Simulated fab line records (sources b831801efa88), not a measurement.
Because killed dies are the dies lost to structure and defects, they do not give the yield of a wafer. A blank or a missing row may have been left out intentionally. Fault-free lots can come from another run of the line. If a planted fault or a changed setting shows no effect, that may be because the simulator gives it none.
Which tool is to blame? / flow sky130 / 12 lots, 36 wafers sampled, at 1 step of a route of 708

WHAT THE GAUGES READ, wafer by wafer
SKY_LI_CONTACT_RS_MEAS_22: measures by four-point-probe.
lot=L075; measured=day 29 08:32; on=film-metro-04; LI_CONTACT_W_RS (ohm/sq)=0.2861 0.2859 0.2835
lot=L077; measured=day 30 11:08; on=film-metro-01; LI_CONTACT_W_RS (ohm/sq)=0.2865 0.2869 0.2891
lot=L079; measured=day 30 17:50; on=film-metro-04; LI_CONTACT_W_RS (ohm/sq)=0.2883 0.2883 0.2844
lot=L082; measured=day 32 15:11; on=film-metro-02; LI_CONTACT_W_RS (ohm/sq)=0.2870 0.2872 0.2871
lot=L081; measured=day 32 17:13; on=film-metro-01; LI_CONTACT_W_RS (ohm/sq)=0.2806 0.2845 0.2832
lot=L085; measured=day 33 00:34; on=film-metro-01; LI_CONTACT_W_RS (ohm/sq)=0.2886 0.2872 0.2873
lot=L087; measured=day 34 00:28; on=film-metro-04; LI_CONTACT_W_RS (ohm/sq)=0.2917 0.2850 0.2866
lot=L089; measured=day 34 14:31; on=film-metro-04; LI_CONTACT_W_RS (ohm/sq)=0.2880 0.2860 0.2855
lot=L092; measured=day 34 21:49; on=film-metro-02; LI_CONTACT_W_RS (ohm/sq)=0.2888 0.2881 0.2887
lot=L093; measured=day 35 13:03; on=film-metro-01; LI_CONTACT_W_RS (ohm/sq)=0.2835 0.2866 0.2843
lot=L095; measured=day 35 22:09; on=film-metro-01; LI_CONTACT_W_RS (ohm/sq)=0.2834 0.2831 0.2845
lot=L097; measured=day 36 10:23; on=film-metro-02; LI_CONTACT_W_RS (ohm/sq)=0.2832 0.2828 0.2863

WHICH TOOL RAN EACH LOT (tool, then ch and the chambers of the sampled wafers, then the start)
There is no process step in the record ahead of these readings.

THE ANSWER, worked out from the rows above alone
Rule: what is usual is taken from the lots themselves. Put in order of their means at a reading, lots are off if they are a third of the lots or fewer, leave a main group of 4 or more, and stand apart from it by a gap of 3 or more times the standard deviation of the main group's means; of several such gaps the widest counts. A main group is skipped when, at the precision printed for the reading in the tables above, its means are all equal. Also off: a lot with no number at a reading for which 4 or more lots have one. Where the step has rows for the other lots, those lots are counted as sound.
No lot is off at any reading shown: from this, nothing can be told.

WHAT THE SIMULATOR HAD PUT IN
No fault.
